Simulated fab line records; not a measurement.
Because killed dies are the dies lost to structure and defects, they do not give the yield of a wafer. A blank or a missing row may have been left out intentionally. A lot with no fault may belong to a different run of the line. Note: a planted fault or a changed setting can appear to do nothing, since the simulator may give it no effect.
The tool behind it: which one? -- flow sky130 -- Sampling: 14 lots, 42 wafers, 4 of 708 route steps

WHAT THE GAUGES SHOWED, per wafer
SKY_RES_PROTECT_TW_MEAS_08. Usual: POLY_GATE_TW typically reads 4036, with standard deviation 64.
lot,measured,on,POLY_GATE_TW,flag
L630,day 14 16:53,filmMetro-03,4074 4077 4078,
L632,day 15 16:29,filmMetro-01,3985 3977 3975,
L635,day 16 08:08,filmMetro-03,4014 4025 4040,
L639,day 17 20:38,filmMetro-01,3932 3953 3954,
L640,day 18 11:41,filmMetro-03,4045 4058 4065,
L643,day 19 14:48,filmMetro-03,4027 4058 4054,
L644,day 20 03:41,filmMetro-01,3973 3977 3953,
L645,day 20 05:41,filmMetro-01,3939 3940 3979,
L646,day 21 01:47,filmMetro-03,4087 4064 4099,
L648,day 21 09:37,filmMetro-01,3942 3936 3925,
L649,day 21 14:35,filmMetro-04,4089 4089 4112,
L650,day 22 01:08,filmMetro-04,4114 4118 4130,
L651,day 22 21:55,filmMetro-01,4006 4006 4000,
L653,day 23 10:38,filmMetro-03,4060 4044 4060,

SKY_LDD_N_OVL_MEAS_07. Usual: LDD_N_OVL typically reads -0.5 nm, with standard deviation 1.7.
lot,measured,on,LDD_N_OVL (nm),flag
L630,day 17 05:47,overlay-01,0.4 0.1 -0.5,
L632,day 18 07:55,overlay-02,-2.2 -0.9 -1.7,
L635,day 19 00:37,overlay-02,-1.1 -1.7 -0.7,
L639,day 20 16:58,overlay-02,-1.1 -2.3 -1.9,
L640,day 21 06:02,overlay-02,-0.8 -1.5 -2.3,
L643,day 22 07:35,overlay-02,0.3 -1.3 -0.1,
L644,day 22 21:20,overlay-01,-0.9 -1.6 -0.4,
L645,day 22 22:56,overlay-01,3.0 1.6 1.5,
L646,day 23 18:29,overlay-02,-0.1 1.4 0.3,
L648,day 24 01:38,overlay-02,1.4 0.9 1.3,
L649,day 24 08:37,overlay-02,-2.3 -1.3 -2.3,
L650,day 24 19:55,overlay-01,0.9 0.6 -0.6,
L651,day 25 12:19,overlay-02,0.9 2.2 1.4,
L653,day 26 01:23,overlay-01,3.6 4.1 2.8,

SKY_LDD_HVP_OVL_MEAS_07. Usual: LDD_HVP_OVL typically reads -0.5 nm, with standard deviation 1.5.
lot,measured,on,LDD_HVP_OVL (nm),flag
L630,day 21 03:26,overlay-02,-2.7 -3.0 -2.0,
L632,day 22 05:05,overlay-02,0.3 -0.3 -1.4,
L635,day 22 20:57,overlay-01,1.4 1.1 0.6,
L639,day 24 12:38,overlay-02,-0.5 -0.1 -0.5,
L640,day 25 02:05,overlay-01,0.0 1.0 2.2,
L643,day 26 01:06,overlay-01,2.8 3.9 3.0,
L644,day 26 13:02,overlay-02,-3.1 -2.0 0.1,
L645,day 26 15:47,overlay-01,-2.5 -1.4 -2.8,
L646,day 27 12:17,overlay-02,-1.6 -0.9 -1.8,
L648,day 27 17:29,overlay-01,-2.0 -0.4 -1.1,
L649,day 28 00:02,overlay-02,-0.7 -1.1 -2.3,
L650,day 28 11:23,overlay-02,-1.2 -0.2 0.4,
L651,day 29 03:47,overlay-02,-0.8 -1.2 -1.3,
L653,day 29 17:26,overlay-02,-0.5 -2.4 -1.9,

TOOL THAT RAN EACH LOT (tool first, then ch and the chambers of the sampled wafers, then the start)
lot,SKY_LDD_N_IMPLANT_08
L630,"implanter-01 ch 0, day 17 05:49"
L632,"implanter-01 ch 0, day 18 07:59"
L635,"implanter-01 ch 0, day 19 00:41"
L639,"implanter-01 ch 0, day 20 17:00"
L640,"implanter-01 ch 0, day 21 06:04"
L643,"implanter-03 ch 0, day 22 07:40"
L644,"implanter-03 ch 0, day 22 21:22"
L645,"implanter-03 ch 0, day 22 22:59"
L646,"implanter-02 ch 0, day 23 18:31"
L648,"implanter-02 ch 0, day 24 01:40"
L649,"implanter-03 ch 0, day 24 08:41"
L650,"implanter-03 ch 0, day 24 19:59"
L651,"implanter-02 ch 0, day 25 12:21"
L653,"implanter-03 ch 0, day 26 01:25"
- SKY_LDD_N_IMPLANT_08

AS READ BY THE TOOLS THEMSELVES (means over the sampled wafers that have a number; for cases with no such wafer, the mark the record gives instead)
SKY_LDD_N_IMPLANT_08. Usual: doseIonsCm2 7.5e+13, standard deviation 7.4e+10; faradayCurrentUA 422, standard deviation 8.7.
lot,tool,doseIonsCm2,faradayCurrentUA,flag
L630,implanter-01,7.5e+13,418,
L632,implanter-01,7.5e+13,438,
L635,implanter-01,7.5e+13,428,
L639,implanter-01,8.4e+13,467,OFF
L640,implanter-01,8.4e+13,470,OFF
L643,implanter-03,7.5e+13,427,
L644,implanter-03,7.5e+13,428,
L645,implanter-03,7.5e+13,425,
L646,implanter-02,7.5e+13,417,
L648,implanter-02,7.5e+13,419,
L649,implanter-03,7.5e+13,425,
L650,implanter-03,7.5e+13,425,
L651,implanter-02,7.5e+13,426,
L653,implanter-03,7.5e+13,417,

THE ANSWER, worked out from the rows above alone
Rule: take the mean of a lot's wafers that have a number; if it is more than 3 standard deviations from the usual mean, the lot is off. Also off: a lot with no number at a reading for which 4 or more lots have one. The other lots that the step has rows for count as sound. First the gauges in route order, then the tools' own readings, where a lot's mean is used as printed above. The first step at which some lot is off is used, and at that step the reading that is off furthest; a lot without a number counts as furthest.
Off at SKY_LDD_N_IMPLANT_08 (doseIonsCm2): L639, L640.
A tool fits if, at that step or a process step before it, it ran every lot that is off, and no sound lot after the first of them. One fits: implanter-01 at SKY_LDD_N_IMPLANT_08. A fault onset in the window from L635 (day 19 00:41, its last sound lot) to L639 (day 20 17:00, its first lot off) fits.
The tool's own readings at SKY_LDD_N_IMPLANT_08 bear it out: on the lots that are off they differ by more than 5 times the standard deviation of the sound lots' means. doseIonsCm2 reads 8.4e+13 there against 7.5e+13 on the sound lots; faradayCurrentUA reads 468 there against 424 on the sound lots.

WHAT HAD BEEN PUT IN BY THE SIMULATOR
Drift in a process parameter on implanter-01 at SKY_LDD_N_IMPLANT_08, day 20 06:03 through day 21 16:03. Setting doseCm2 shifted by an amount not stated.
Struck lots among those shown: L639, L640. The rule given above showed the same thing.
